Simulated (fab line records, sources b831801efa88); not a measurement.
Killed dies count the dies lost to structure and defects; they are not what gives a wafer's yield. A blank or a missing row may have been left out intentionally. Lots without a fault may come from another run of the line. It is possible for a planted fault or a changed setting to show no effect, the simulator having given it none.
Commonality check across tools / flow sky130 / Sample size 15 lots and 45 wafers

== REASON IT WAS OPENED ==
At SKY_VT_ADJUST_PCH_TW_MEAS_10 the reading VT_ADJUST_PCH_TW is flagged on 3 of 15 lots. No-fault wafers: 143.1, standard deviation 1.5.
Rule: flag the lot when none of its wafers has a number, or when each of its wafers that has one lies beyond 4 standard deviations from that mean. All remaining lots are regarded as sound.

lot=L844; measured=day 10 03:17; on=film-metro-02; VT_ADJUST_PCH_TW, wafer by wafer=144.2 144.6 144.3; flag=
lot=L845; measured=day 11 06:36; on=film-metro-03; VT_ADJUST_PCH_TW, wafer by wafer=29.6 30.0 29.8; flag=FLAGGED
lot=L848; measured=day 11 12:34; on=film-metro-04; VT_ADJUST_PCH_TW, wafer by wafer=30.3 30.3 30.2; flag=FLAGGED
lot=L847; measured=day 11 14:43; on=film-metro-04; VT_ADJUST_PCH_TW, wafer by wafer=30.2 30.2 30.1; flag=FLAGGED
lot=L849; measured=day 11 21:44; on=film-metro-03; VT_ADJUST_PCH_TW, wafer by wafer=141.1 140.7 140.9; flag=
lot=L856; measured=day 14 00:59; on=film-metro-03; VT_ADJUST_PCH_TW, wafer by wafer=141.1 140.7 140.2; flag=
lot=L858; measured=day 14 19:23; on=film-metro-03; VT_ADJUST_PCH_TW, wafer by wafer=140.9 140.7 140.7; flag=
lot=L859; measured=day 16 04:47; on=film-metro-02; VT_ADJUST_PCH_TW, wafer by wafer=144.6 144.5 143.2; flag=
lot=L861; measured=day 16 07:45; on=film-metro-02; VT_ADJUST_PCH_TW, wafer by wafer=144.7 143.6 144.6; flag=
lot=L863; measured=day 16 12:32; on=film-metro-02; VT_ADJUST_PCH_TW, wafer by wafer=144.1 144.3 143.8; flag=
lot=L862; measured=day 16 16:28; on=film-metro-02; VT_ADJUST_PCH_TW, wafer by wafer=144.1 143.9 144.1; flag=
lot=L864; measured=day 16 18:03; on=film-metro-02; VT_ADJUST_PCH_TW, wafer by wafer=144.4 144.7 143.9; flag=
lot=L866; measured=day 17 12:17; on=film-metro-04; VT_ADJUST_PCH_TW, wafer by wafer=142.3 142.2 142.2; flag=
lot=L865; measured=day 17 12:29; on=film-metro-02; VT_ADJUST_PCH_TW, wafer by wafer=143.8 143.6 143.1; flag=
lot=L867; measured=day 18 04:56; on=film-metro-02; VT_ADJUST_PCH_TW, wafer by wafer=143.7 143.2 144.0; flag=
The numbers of the flagged lots are 30.1 on average: -113.0 against the usual, or -75 standard deviations.

== LOT BY LOT: THE TOOL USED ==
The record keeps 1 process step preceding the reading, out of 708 steps on the route. In each cell: the tool, then ch and the chambers that the sampled wafers went through, then the start.
lot=L844; flag=; SKY_VT_ADJUST_PCH_IMPLANT_08=implanter-04 ch 0, day 10 03:03
lot=L845; flag=FLAGGED; SKY_VT_ADJUST_PCH_IMPLANT_08=implanter-02, day 11 06:23
lot=L848; flag=FLAGGED; SKY_VT_ADJUST_PCH_IMPLANT_08=implanter-02, day 11 12:19
lot=L847; flag=FLAGGED; SKY_VT_ADJUST_PCH_IMPLANT_08=implanter-04, day 11 14:28
lot=L849; flag=; SKY_VT_ADJUST_PCH_IMPLANT_08=implanter-02 ch 0, day 11 21:30
lot=L856; flag=; SKY_VT_ADJUST_PCH_IMPLANT_08=implanter-02 ch 0, day 14 00:44
lot=L858; flag=; SKY_VT_ADJUST_PCH_IMPLANT_08=implanter-04 ch 0, day 14 19:10
lot=L859; flag=; SKY_VT_ADJUST_PCH_IMPLANT_08=implanter-03 ch 0, day 16 04:32
lot=L861; flag=; SKY_VT_ADJUST_PCH_IMPLANT_08=implanter-03 ch 0, day 16 07:33
lot=L863; flag=; SKY_VT_ADJUST_PCH_IMPLANT_08=implanter-02 ch 0, day 16 12:17
lot=L862; flag=; SKY_VT_ADJUST_PCH_IMPLANT_08=implanter-03 ch 0, day 16 16:13
lot=L864; flag=; SKY_VT_ADJUST_PCH_IMPLANT_08=implanter-03 ch 0, day 16 17:50
lot=L866; flag=; SKY_VT_ADJUST_PCH_IMPLANT_08=implanter-02 ch 0, day 17 12:02
lot=L865; flag=; SKY_VT_ADJUST_PCH_IMPLANT_08=implanter-03 ch 0, day 17 12:14
lot=L867; flag=; SKY_VT_ADJUST_PCH_IMPLANT_08=implanter-03 ch 0, day 18 04:42
These steps, and what they do:
- SKY_VT_ADJUST_PCH_IMPLANT_08
- SKY_VT_ADJUST_PCH_TW_MEAS_10

== FLAGGED OVER TOTAL, TOOL BY TOOL (the gauges that took the reading come last) ==
step=SKY_VT_ADJUST_PCH_IMPLANT_08; tool=implanter-02; lots run=6; flagged=2; share of the flagged lots=some; sound lots run after its first flagged lot=4 (L849,L856,L863,L866)
step=SKY_VT_ADJUST_PCH_IMPLANT_08; tool=implanter-03; lots run=6; flagged=0; share of the flagged lots=none; sound lots run after its first flagged lot=-
step=SKY_VT_ADJUST_PCH_IMPLANT_08; tool=implanter-04; lots run=3; flagged=1; share of the flagged lots=some; sound lots run after its first flagged lot=1 (L858)
step=SKY_VT_ADJUST_PCH_TW_MEAS_10; tool=film-metro-02; lots run=8; flagged=0; share of the flagged lots=none; sound lots run after its first flagged lot=-
step=SKY_VT_ADJUST_PCH_TW_MEAS_10; tool=film-metro-03; lots run=4; flagged=1; share of the flagged lots=some; sound lots run after its first flagged lot=3 (L849,L856,L858)
step=SKY_VT_ADJUST_PCH_TW_MEAS_10; tool=film-metro-04; lots run=3; flagged=2; share of the flagged lots=some; sound lots run after its first flagged lot=1 (L866)

== THE TABLE: WHAT IT ALLOWS ==
No row of the table ran every flagged lot.

== WHAT THE SIMULATOR PUT IN ==
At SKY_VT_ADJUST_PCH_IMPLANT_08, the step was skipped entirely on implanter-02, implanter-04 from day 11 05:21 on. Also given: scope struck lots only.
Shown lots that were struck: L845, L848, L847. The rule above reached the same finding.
